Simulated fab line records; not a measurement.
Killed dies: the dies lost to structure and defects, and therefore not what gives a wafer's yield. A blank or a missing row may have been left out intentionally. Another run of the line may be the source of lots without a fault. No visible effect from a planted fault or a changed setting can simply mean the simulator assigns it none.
fab line records | flow sky130
[record] lots = 4 | wafers = 12 | last_day = 50
route steps=708 shown VIA2@525 METAL3@532 CAPM@537 PAD_OPEN@708
lots untouched by any fault: they come from a run of this same line in which no faults occurred
start_h: hours from the record's opening day to when the first of the lot's shown wafers began | wait_h: hours since the lot's step before | " unchanged from the row above | L1.1+2: several wafers, shown together as one row | - no value, or no start given | * or withheld: withheld | < > ~ a bound
route shown NAME@n: names a module that has steps shown in the file, with the first one's number in the route | usual: mean and standard deviation over wafers with no fault | same: alike in all rows | chamber/n: place in a boat | sites: per-site readings | _std_site: their standard deviation | _edge_site: the outer-site mean with the inner-site mean subtracted | radius_mm: how far each site lies from the wafer's centre | mask NAME#n: copy n | behind: tool/chamber where the wafer was last shaped | hold: why the lot went on hold/how many hours it stayed there/how the hold came to an end | device: transistor that didn't switch, given as n, p or np | end of line: the same wafers' tests at the end of the route | a step without rows: its recipe alone | killed: dies that structure and defects cost at the first sort, which is not the same as the wafer's yield | map: per-die view of a wafer (x killed, . not killed, _ where there is no die)
set.NAME: the setting the step ran with; set.NAME@STEP: the setting that earlier step ran with | model.NAME: the simulator's own value behind a step, which no gauge read
a table for each step, a row for each wafer; lots at some steps of the route
services: from which hour (start_h, from the record's first day; less than 0 if before it) a tool's chamber was out of use, for how many hours, and why
[[steps]]
[step SKY_VIA2_CLEAN_18]
[recipe] chemistry = IPA | time_s = 180 | temp_c = 25
[step SKY_VIA2_CLEAN_19]
[recipe] chemistry = O3/DIW | dry = n2_spin
[step SKY_VIA2_SPUTTER_20]
[recipe] material = TiN | target_thk_nm = 20 | chamber_pressure_pa = 5 | power_w = 4000 | time_s = 80
[step SKY_VIA2_CVD_21]
[recipe] material = W | target_thk_nm = 420 | time_s = 126.4 | temp_c = 400 | pressure_torr = 40
[step SKY_VIA2_CMP_24]
[recipe] stop_on = SiO2 | t_overpolish_s = 20 | down_force_psi = 3.5 | platen_rpm = 60 | target_thk_nm = 0 | pad_velocity_m_s = 0.94248
[step SKY_METAL3_SPUTTER_00]
[recipe] material = Ti | target_thk_nm = 15 | power_w = 3000 | time_s = 10 | chamber_pressure_pa = 0.4
[step SKY_METAL3_SPUTTER_01]
[recipe] material = TiN | target_thk_nm = 20 | power_w = 6500 | time_s = 16.7 | chamber_pressure_pa = 0.4
[step SKY_METAL3_SPUTTER_02]
[recipe] material = AlCu | target_thk_nm = 735 | power_w = 10600 | time_s = 39.1 | chamber_pressure_pa = 0.4
[step SKY_METAL3_SPUTTER_03]
[recipe] material = Ti | target_thk_nm = 5 | power_w = 3000 | time_s = 3.3 | chamber_pressure_pa = 0.4
[step SKY_METAL3_SPUTTER_04]
[recipe] material = TiN | target_thk_nm = 70 | power_w = 6500 | time_s = 58.3 | chamber_pressure_pa = 0.4
[step SKY_CAPM_CVD_00]
[recipe] material = SiO2 | target_thk_nm = 15.5 | temp_c = 400 | time_s = withheld | rf_w = 450
[usual] heater_power_w = 707/87 | susceptor_temp_C = 400.03/0.21
lot.wafer | tool     | chamber | start_h | wait_h | heater_power_w | susceptor_temp_C | model.SiO2_of_CAPM_CVD_00.thk_nm
L618.1    | pecvd-02 | 0       | 854.75  | 0.0    | 696            | 400.03           | 15.64
L618.4    | "        | 0       | "       | "      | 684            | 399.50           | 15.75
L618.5    | "        | 2       | "       | "      | 745            | 400.09           | 15.8
L633.2    | pecvd-02 | 2       | 965.79  | 0.0    | 735            | 399.77           | 17.86
L633.3    | "        | 0       | "       | "      | 583            | 400.01           | 15.49
L633.5    | "        | 2       | "       | "      | 744            | 400.23           | 18.24
L635.1    | pecvd-02 | 1       | 978.88  | 0.0    | 640            | 400.25           | 15.18
L635.3    | "        | 2       | "       | "      | 718            | 399.75           | 18.08
L635.4    | "        | 1       | "       | "      | 640            | 400.00           | 15.67
L637.1    | pecvd-01 | 2       | 994.67  | 0.0    | 731            | 400.30           | 15.57
L637.3    | "        | 0       | "       | "      | 649            | 399.73           | 15.71
L637.5    | "        | 1       | "       | "      | 617            | 400.07           | 15.9
[step SKY_CAPM_THK_MEAS_01]
[recipe] reads = SiO2_of_CAPM_CVD_00
[usual] CAPM_CVD_00_THK = 15.53/0.21
lot.wafer | tool          | chamber | start_h | wait_h | CAPM_CVD_00_THK[nm]
L618.1    | film_metro-01 | -       | 854.77  | -      | 15.64
L618.4    | "             | -       | "       | "      | 15.74
L618.5    | "             | -       | "       | "      | 15.82
L633.2    | film_metro-02 | -       | 965.82  | -      | 17.88
L633.3    | "             | -       | "       | "      | 15.48
L633.5    | "             | -       | "       | "      | 18.23
L635.1    | film_metro-02 | -       | 978.90  | -      | 15.17
L635.3    | "             | -       | "       | "      | 18.03
L635.4    | "             | -       | "       | "      | 15.64
L637.1    | film_metro-03 | -       | 994.69  | -      | 15.59
L637.3    | "             | -       | "       | "      | 15.74
L637.5    | "             | -       | "       | "      | 15.85
[step SKY_CAPM_SPUTTER_02]
[recipe] material = TiN | target_thk_nm = 200 | temp_c = 300 | power_w = 6500 | time_s = 166.7 | chamber_pressure_pa = 0.4
[step SKY_CAPM_DEHYDRATE_05]
[recipe] temp_c = 200 | time_s = 60
[step SKY_CAPM_HMDS_06]
[recipe] prime_time_s = 60 | prime_temp_c = 120
[step SKY_CAPM_COAT_07]
[recipe] resist = NOVOLAK | spin_rpm = 3000 | resist_thk_nm = 1140
[step SKY_CAPM_SOFTBAKE_08]
[recipe] temp_c = 90 | time_s = 60 | resist = NOVOLAK
[step SKY_CAPM_EXPOSE_09]
[recipe] mask_id = CAPM | na = 0.6 | source_shape = conventional | sigma_outer = 0.6 | polarization = unpolarized | target_cd_nm = 1000 | dose_mj = 159
[step SKY_CAPM_PEB_10]
[recipe] temp_c = withheld | time_s = * | resist = NOVOLAK
[step SKY_CAPM_DEVELOP_11]
[recipe] resist = NOVOLAK | developer = TMAH | develop_time_s = 60 | dev_temp_c = 23
[step SKY_CAPM_METAL_ETCH_13]
[recipe] target_depth_nm = 220 | stop_on = SiO2 | chemistry = Cl2/BCl3 | target = TiN | pressure_mtorr = 10 | icp_w = 900 | bias_w = 48.5 | Cl2_flow_sccm = 60 | bcl3_flow_sccm = 30 | time_s = 65.24
[usual] bias_w = 48.44/0.16 | drypump_motor_current_A = 5.9/0.55 | oes_product_au = 0.933/0.0097 | throttle_valve_pct = 21.905/0.011
lot.wafer | tool         | chamber | start_h | wait_h | bias_w | drypump_motor_current_A | oes_product_au | rf_hours_counter_h | throttle_valve_pct | model.SiO2_of_CAPM_CVD_00.thk_nm
L618.1    | rie_metal-03 | 0       | 881.21  | 0.0    | -      | 5.1                     | 0.940          | 15                 | 21.905             | 14.82
L618.4    | "            | 1       | "       | "      | -      | 6.7                     | 0.929          | -                  | 21.890             | 14.94
L618.5    | "            | 0       | "       | "      | -      | 5.1                     | 0.936          | -                  | 21.906             | 14.97
L633.2    | rie_metal-01 | 0       | 989.60  | 0.0    | 48.45  | 6.4                     | 0.917          | 14                 | 21.922             | 17.05
L633.3    | "            | 1       | "       | "      | 48.70  | 5.4                     | 0.923          | -                  | 21.905             | 14.68
L633.5    | "            | 1       | "       | "      | 48.40  | 5.4                     | 0.924          | -                  | 21.923             | 17.43
L635.1    | rie_metal-02 | 0       | 1003.45 | 0.0    | -      | 6.2                     | 0.928          | 11                 | 21.898             | 14.36
L635.3    | "            | 0       | "       | "      | -      | 6.2                     | 0.938          | -                  | 21.899             | 17.25
L635.4    | "            | 1       | "       | "      | -      | 5.6                     | 0.931          | -                  | 21.889             | 14.86
L637.1    | rie_metal-03 | 1       | 1018.25 | 0.0    | -      | 6.7                     | 0.927          | 18                 | 21.907             | 14.74
L637.3    | "            | 0       | "       | "      | -      | 5.2                     | 0.930          | -                  | 21.908             | 14.87
L637.5    | "            | 1       | "       | "      | -      | 6.8                     | 0.917          | -                  | 21.912             | 15.07
[step SKY_CAPM_STRIP_14]
[recipe] chemistry = O2/N2 | power_w = 1400 | pressure_mtorr = 1500 | platen_temp_c = withheld | o2_flow_sccm = 3000 | n2_flow_sccm = 300 | overash_fraction = 0.5
[step SKY_CAPM_STRIP_15]
[recipe] chemistry = post_etch_residue_remover | time_s = 1200 | temp_c = 72.5
[step SKY_CAPM_CLEAN_16]
[recipe] chemistry = IPA | time_s = 180 | temp_c = 25
[step SKY_CAPM_CLEAN_17]
[recipe] chemistry = O3/DIW | dry = n2_spin
[step SKY_METAL3_DEHYDRATE_05]
[recipe] temp_c = 200 | time_s = 60
[step SKY_METAL3_HMDS_06]
[recipe] prime_time_s = 60 | prime_temp_c = 120
[step SKY_METAL3_COAT_07]
[recipe] resist = BARC | temp_c = withheld | time_s = withheld | spin_rpm = 3000 | resist_thk_nm = 60
[step SKY_METAL3_COAT_08]
[recipe] resist = KrF-thick | spin_rpm = 3000 | resist_thk_nm = 1140
[step SKY_METAL3_SOFTBAKE_09]
[recipe] temp_c = 100 | time_s = 90 | resist = KrF-thick
[step SKY_METAL3_EXPOSE_10]
[recipe] mask_id = MM3 | na = 0.68 | source_shape = annular | sigma_inner = 0.4 | sigma_outer = 0.8 | target_cd_nm = 300 | dose_mj = 28
[step SKY_METAL3_PEB_11]
[recipe] peb_temp_c = withheld | peb_time_s = withheld | resist = KrF-thick
[step SKY_METAL3_DEVELOP_12]
[recipe] develop_time_s = 60 | resist = KrF-thick | dev_temp_c = 21
[step SKY_METAL3_DESCUM_15]
[recipe] chemistry = O2 | source_power_w = 150 | bias_power_w = 0 | pressure_mtorr = 10 | temp_c = 40 | time_s = 8
[step SKY_METAL3_ETCH_16]
[recipe] chemistry = N2/H2 | target = BARC | ion_energy_ev = 200 | bias_w = 100 | pressure_mtorr = 30 | n2_flow_sccm = 100 | h2_flow_sccm = 200 | icp_w = 500 | stop_on = SiO2 | time_s = 88.2 | target_depth_a = 600
[step SKY_METAL3_ETCH_17]
[recipe] target = SiO2 | stop_on = TiN | chemistry = C4F8/O2/Ar | source_w = 1500 | bias_w = 1200 | pressure_mtorr = 40 | c4f8_flow_sccm = withheld | O2_flow_sccm = 6 | Ar_flow_sccm = 300 | time_s = 3.9 | target_depth_a = 150
[usual] bias_w = 1200/3.8 | oes_product_au = 0.736/0.0073
lot.wafer | tool        | chamber | start_h | wait_h | bias_w | oes_product_au | rf_hours_counter_h
L618.1    | rie_diel-04 | 0       | 908.56  | 0.1    | 1199   | 0.745          | 11
L618.4    | "           | 3       | "       | "      | 1198   | 0.740          | 10
L618.5    | "           | 0       | "       | "      | 1201   | 0.742          | -
L633.2    | rie_diel-02 | 1       | 1014.08 | 0.1    | 1203   | 0.802          | 23
L633.3    | "           | 0       | "       | "      | 1200   | 0.733          | 11
L633.5    | "           | 0       | "       | "      | 1198   | 0.801          | -
L635.1    | rie_diel-03 | 0       | 1027.43 | 0.1    | 1199   | 0.724          | 14
L635.3    | "           | 1       | "       | "      | 1195   | 0.800          | 9
L635.4    | "           | 3       | "       | "      | 1198   | 0.742          | 10
L637.1    | rie_diel-03 | 0       | 1041.40 | 0.1    | 1201   | 0.735          | 14
L637.3    | "           | 3       | "       | "      | 1203   | 0.733          | 11
L637.5    | "           | 0       | "       | "      | 1202   | 0.747          | -
[step SKY_PAD_OPEN_PROBE_99]
[usual] defect_limited_yield = 82.6/1.7 | killed_at_M0_to_M3 = 43/6.5 | killed_at_M4_up = 3.2/1.9 | killed_at_contacts = 25/5.5 | killed_at_front_end = 14/4.2 | killed_at_other = 0.2/0.44 | killed_dies = 85/8.5 | killed_open = 47/7 | killed_short = 39/6.3 | sort_bin_3_pad_short = 0.9/0.46 | sort_bin_5_function = 10.3/1.4 | sort_bin_6_memory = 6.2/1.2 | sort_n_pass = 407/8.5 | sort_yield_pct = 82.6/1.7
[same] gross_dies = 492 | killed_at_back_side = 0 | sort_bin_4_leakage[%] = 0 | sort_bin_8_speed[%] = 0
lot.wafer | tool      | chamber | start_h | wait_h | defect_limited_yield[%] | killed_at_M0_to_M3 | killed_at_M4_up | killed_at_contacts | killed_at_front_end | killed_at_other | killed_dies | killed_open | killed_short | sort_bin_3_pad_short[%] | sort_bin_5_function[%] | sort_bin_6_memory[%] | sort_n_pass | sort_yield_pct[%] | model.etest.cap_mim.bv_v | model.etest.cap_mim.leak_log10_a_cm2 | model.etest.cap_mim.c_ff_um2
L618.1    | prober-02 | -       | 1082.15 | 0.1    | 81.9                    | 46                 | 2               | 26                 | 15                  | 0               | 89          | 42          | 47           | 0.8                     | 11.8                   | 5.5                  | 403         | 81.9              | 14.21                    | -9.082                               | 2.329
L618.4    | prober-02 | -       | 1082.30 | 0.2    | 81.9                    | 40                 | 3               | 25                 | 21                  | 0               | 89          | 41          | 48           | 0.4                     | 10.2                   | 7.5                  | 403         | 81.9              | 14.36                    | -8.989                               | 2.296
L618.5    | prober-02 | -       | 1082.35 | 0.2    | 84.8                    | 39                 | 2               | 19                 | 15                  | 0               | 75          | 45          | 30           | 0.8                     | 8.5                    | 5.9                  | 417         | 84.8              | 14.86                    | -9.143                               | 2.293
L633.2    | prober-01 | -       | 1171.50 | 0.1    | 83.5                    | 41                 | 6               | 18                 | 15                  | 1               | 81          | 52          | 29           | 0.2                     | 10.2                   | 6.1                  | 411         | 83.5              | 16.38                    | -9.57                                | 2.012
L633.3    | prober-01 | -       | 1171.55 | 0.2    | 81.7                    | 43                 | 4               | 20                 | 22                  | 1               | 90          | 49          | 41           | 1.2                     | 10.6                   | 6.5                  | 402         | 81.7              | 14.16                    | -9.024                               | 2.336
L633.5    | prober-01 | -       | 1171.65 | 0.2    | 82.3                    | 50                 | 0               | 23                 | 13                  | 1               | 87          | 46          | 41           | 1.0                     | 8.1                    | 8.5                  | 405         | 82.3              | 16.64                    | -9.676                               | 1.99
L635.1    | prober-01 | -       | 1179.90 | 0.1    | 81.3                    | 47                 | 6               | 20                 | 18                  | 1               | 92          | 52          | 40           | 1.8                     | 10.0                   | 6.9                  | 400         | 81.3              | 13.72                    | -8.954                               | 2.401
L635.3    | prober-01 | -       | 1180.00 | 0.2    | 85.6                    | 35                 | 5               | 18                 | 13                  | 0               | 71          | 42          | 29           | 0.4                     | 8.5                    | 5.5                  | 421         | 85.6              | 15.91                    | -9.505                               | 2.009
L635.4    | prober-01 | -       | 1180.05 | 0.2    | 83.1                    | 46                 | 1               | 18                 | 18                  | 0               | 83          | 43          | 40           | 1.0                     | 8.7                    | 7.1                  | 409         | 83.1              | 14.22                    | -9.225                               | 2.335
L637.1    | prober-01 | -       | 1189.80 | 0.1    | 79.7                    | 52                 | 2               | 31                 | 15                  | 0               | 100         | 57          | 43           | 1.0                     | 11.8                   | 7.5                  | 392         | 79.7              | 13.6                     | -8.864                               | 2.335
L637.3    | prober-01 | -       | 1189.90 | 0.2    | 80.3                    | 39                 | 4               | 31                 | 23                  | 0               | 97          | 47          | 50           | 1.4                     | 12.2                   | 6.1                  | 395         | 80.3              | 14.03                    | -8.939                               | 2.314
L637.5    | prober-01 | -       | 1190.00 | 0.2    | 84.1                    | 41                 | 0               | 22                 | 15                  | 0               | 78          | 51          | 27           | 1.0                     | 9.8                    | 5.1                  | 414         | 84.1              | 14.07                    | -9.175                               | 2.291
// killed by level:class
L618.1 VIA1:geometric_particle:open=10 CONTACT:geometric_particle:short=9 METAL1:geometric_particle:short=7 LOCAL_INTERCONNECT:geometric_particle:short=7 CONTACT:geometric_particle:open=6 METAL2:geometric_particle:short=6 VIA2:geometric_particle:open=6 VIA3:geometric_particle:open=6
L618.4 CONTACT:geometric_particle:open=9 VIA1:geometric_particle:open=9 FIELD_ISO:geometric_particle:short=7 VIA1:geometric_particle:short=7 CONTACT:geometric_particle:short=6 METAL3:geometric_particle:short=6 FIELD_ISO:geometric_particle:open=5 LI_CONTACT:geometric_particle:open=5
L618.5 VIA3:geometric_particle:open=10 LI_CONTACT:geometric_particle:open=7 POLY_GATE:geometric_particle:open=6 VIA2:geometric_particle:open=6 CONTACT:geometric_particle:open=6 METAL2:geometric_particle:short=5 VIA1:geometric_particle:open=4 CONTACT:geometric_particle:short=3
L633.2 VIA1:geometric_particle:open=15 CONTACT:geometric_particle:open=13 VIA2:geometric_particle:open=6 METAL2:geometric_particle:short=5 POLY_GATE:geometric_particle:short=4 POLY_GATE:geometric_particle:open=4 VIA3:geometric_particle:open=4 METAL4:geometric_particle:short=4
L633.3 VIA1:geometric_particle:open=11 CONTACT:geometric_particle:open=8 VIA1:geometric_particle:short=8 POLY_GATE:geometric_particle:short=7 LI_CONTACT:geometric_particle:open=6 VIA2:geometric_particle:open=6 VIA3:geometric_particle:open=5 FIELD_ISO:geometric_particle:open=4
L633.5 CONTACT:geometric_particle:open=10 VIA1:geometric_particle:open=10 METAL2:geometric_particle:short=7 METAL1:geometric_particle:short=7 LOCAL_INTERCONNECT:geometric_particle:short=6 VIA2:geometric_particle:open=5 VIA3:geometric_particle:open=5 POLY_GATE:geometric_particle:short=4
L635.1 VIA1:geometric_particle:open=14 LI_CONTACT:geometric_particle:open=10 FIELD_ISO:geometric_particle:short=7 VIA2:geometric_particle:open=7 VIA3:geometric_particle:open=7 LOCAL_INTERCONNECT:geometric_particle:short=5 METAL2:geometric_particle:short=5 METAL1:geometric_particle:short=4
L635.3 CONTACT:geometric_particle:open=11 VIA1:geometric_particle:open=9 FIELD_ISO:geometric_particle:open=5 LOCAL_INTERCONNECT:geometric_particle:short=5 METAL2:geometric_particle:open=4 VIA2:geometric_particle:open=4 VIA3:geometric_particle:open=4 METAL2:geometric_particle:short=3
L635.4 VIA1:geometric_particle:open=12 METAL2:geometric_particle:short=6 FIELD_ISO:geometric_particle:short=5 CONTACT:geometric_particle:open=5 METAL1:geometric_particle:short=5 VIA2:geometric_particle:open=5 VIA3:geometric_particle:open=5 FIELD_ISO:geometric_particle:open=4
L637.1 VIA1:geometric_particle:open=11 CONTACT:geometric_particle:open=10 VIA2:geometric_particle:open=10 LI_CONTACT:geometric_particle:open=8 VIA3:geometric_particle:open=7 CONTACT:geometric_particle:short=6 VIA1:geometric_particle:short=6 POLY_GATE:geometric_particle:short=5
L637.3 VIA1:geometric_particle:open=9 CONTACT:geometric_particle:open=8 METAL1:geometric_particle:short=7 FIELD_ISO:geometric_particle:short=6 LI_CONTACT:geometric_particle:open=6 METAL2:geometric_particle:short=6 POLY_GATE:geometric_particle:open=5 POLY_GATE:geometric_particle:short=5
L637.5 VIA1:geometric_particle:open=14 LI_CONTACT:geometric_particle:open=8 CONTACT:geometric_particle:open=8 FIELD_ISO:geometric_particle:open=7 VIA3:geometric_particle:open=6 FIELD_ISO:geometric_particle:short=4 VIA2:geometric_particle:open=4 POLY_GATE:geometric_particle:short=3
[[services]]
tool         | chamber | start_h | hours | kind
pecvd-01     | 1       | 837.00  | 16.8  | repair
pecvd-02     | 2       | 837.10  | 2.1   | scheduled_down
pecvd-02     | -       | 869.14  | 2.4   | repair
rie_metal-01 | -       | 875.60  | 3.3   | repair
pecvd-02     | 2       | 886.65  | 7.7   | repair
rie_diel-02  | 1       | 892.96  | 12.4  | repair
pecvd-01     | -       | 898.41  | 2.0   | repair
pecvd-01     | -       | 904.41  | 2.8   | pm
rie_diel-04  | 1       | 924.52  | 6.0   | repair
rie_metal-03 | -       | 947.14  | 0.7   | repair
rie_diel-02  | 2       | 952.27  | 3.4   | repair
rie_metal-03 | 0       | 958.67  | -     | clean
rie_metal-03 | 0       | 958.67  | 20.5  | scheduled_down
rie_metal-03 | 0       | 958.67  | 20.5  | vent_cycle
rie_diel-04  | 0       | 961.20  | 2.6   | repair
pecvd-02     | 2       | 985.66  | 5.5   | scheduled_down
rie_metal-01 | 0       | 994.28  | 6.7   | repair
pecvd-02     | 1       | 994.35  | 11.6  | repair
rie_diel-03  | 3       | 998.53  | 2.7   | repair
rie_diel-03  | 2       | 1006.21 | -     | clean
rie_diel-04  | 3       | 1010.36 | 5.4   | repair
pecvd-02     | 0       | 1022.34 | 5.5   | scheduled_down
rie_diel-03  | 1       | 1029.39 | 3.1   | repair
rie_diel-02  | 3       | 1038.21 | 2.6   | repair
[[key]]
[first_sign] step = SKY_CAPM_THK_MEAS_01 | reading = CAPM_CVD_00_THK | direction = up | sigmas = 12 | usual = 15.53 | struck = 18.04
[effect] step = SKY_METAL3_ETCH_17 | reading = oes_product_au | direction = up | sigmas = 8.9 | usual = 0.736 | struck = 0.801
[model_effect] step = SKY_CAPM_CVD_00 | value = SiO2_of_CAPM_CVD_00.thk_nm | without = 15.46 | struck = 18.06
[model_effect] step = SKY_CAPM_METAL_ETCH_13 | value = SiO2_of_CAPM_CVD_00.thk_nm | without = 14.64 | struck = 17.24
[model_effect] step = SKY_PAD_OPEN_PROBE_99 | value = etest.cap_mim.bv_v | without = 13.95 | struck = 16.31
met_at SKY_CAPM_CVD_00
struck_wafers L633.2,L633.5,L635.3
onset_between 854.75 965.79
[fault] kind = process_parameter_drift | tool = pecvd-02 | chamber = 2 | onset_h = 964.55 | steps = SKY_CAPM_CVD_00 | channel = time_s | offset = withheld | shape = step | end_h = 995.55 | acts_in = *
